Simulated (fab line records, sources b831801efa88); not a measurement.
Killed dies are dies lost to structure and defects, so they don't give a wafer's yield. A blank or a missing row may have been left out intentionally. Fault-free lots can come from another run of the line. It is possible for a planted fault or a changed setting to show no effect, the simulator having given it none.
Chamber matching || flow sky130 || SKY_VIA1_CMP_24 on cmp-01: 4 sister chambers
The step polishes, stops on SiO2, t overpolish 15 s, target thk 0 nm. 4 wafers are shown with their chamber, then 9 later ones without.

== WAFERS PAIRED WITH THEIR CHAMBERS ==
{"wafer": "L763.5", "chamber": 3, "motor current A (A)": 10.0}
{"wafer": "L770.2", "chamber": 0, "motor current A (A)": 12.3}
{"wafer": "L770.5", "chamber": 1, "motor current A (A)": 11.1}
{"wafer": "L770.6", "chamber": 2, "motor current A (A)": 12.8}

== WAFERS WHOSE CHAMBER IS MISSING ==
{"wafer": "L771.1", "motor current A (A)": 12.4}
{"wafer": "L771.4", "motor current A (A)": 10.7}
{"wafer": "L771.6", "motor current A (A)": 12.7}
{"wafer": "L773.3", "motor current A (A)": 12.5}
{"wafer": "L773.4", "motor current A (A)": 12.2}
{"wafer": "L773.5", "motor current A (A)": 10.2}
{"wafer": "L774.1", "motor current A (A)": 10.6}
{"wafer": "L774.2", "motor current A (A)": 10.6}
{"wafer": "L774.3", "motor current A (A)": 12.1}

== WHICH CHAMBER EACH WENT THROUGH ==
{"wafer": "L771.1", "from the rows above": "can't be placed: 0 or 2", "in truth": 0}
{"wafer": "L771.4", "from the rows above": "can't be placed: 1 or 3", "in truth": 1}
{"wafer": "L771.6", "from the rows above": "can't be placed: 2 or 0", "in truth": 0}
{"wafer": "L773.3", "from the rows above": "can't be placed: 0 or 2", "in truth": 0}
{"wafer": "L773.4", "from the rows above": "can't be placed: 0 or 2", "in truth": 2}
{"wafer": "L773.5", "from the rows above": 3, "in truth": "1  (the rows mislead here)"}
{"wafer": "L774.1", "from the rows above": "can't be placed: 1 or 3", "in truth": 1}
{"wafer": "L774.2", "from the rows above": "can't be placed: 1 or 3", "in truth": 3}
{"wafer": "L774.3", "from the rows above": "can't be placed: 0 or 2", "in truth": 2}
0 of 9 placed correctly. Can't be placed from these rows: 8 (the true chamber is among the candidates in 8). Placed wrongly: 1.
How it was worked out, from the rows above alone: a wafer's distance from a chamber is the root of the sum, over the readings, of the square of ((its reading less the chamber's mean) divided by the reading's scatter). If the next closest chamber is less than 2 further off than the closest, the wafer can't be placed; otherwise it belongs to the closest. For every chamber, the mean is computed from those of its wafers that are shown. The scatter: with one shown wafer a chamber, the root of the mean of the squares of how far each hidden wafer lies from its nearest shown one.
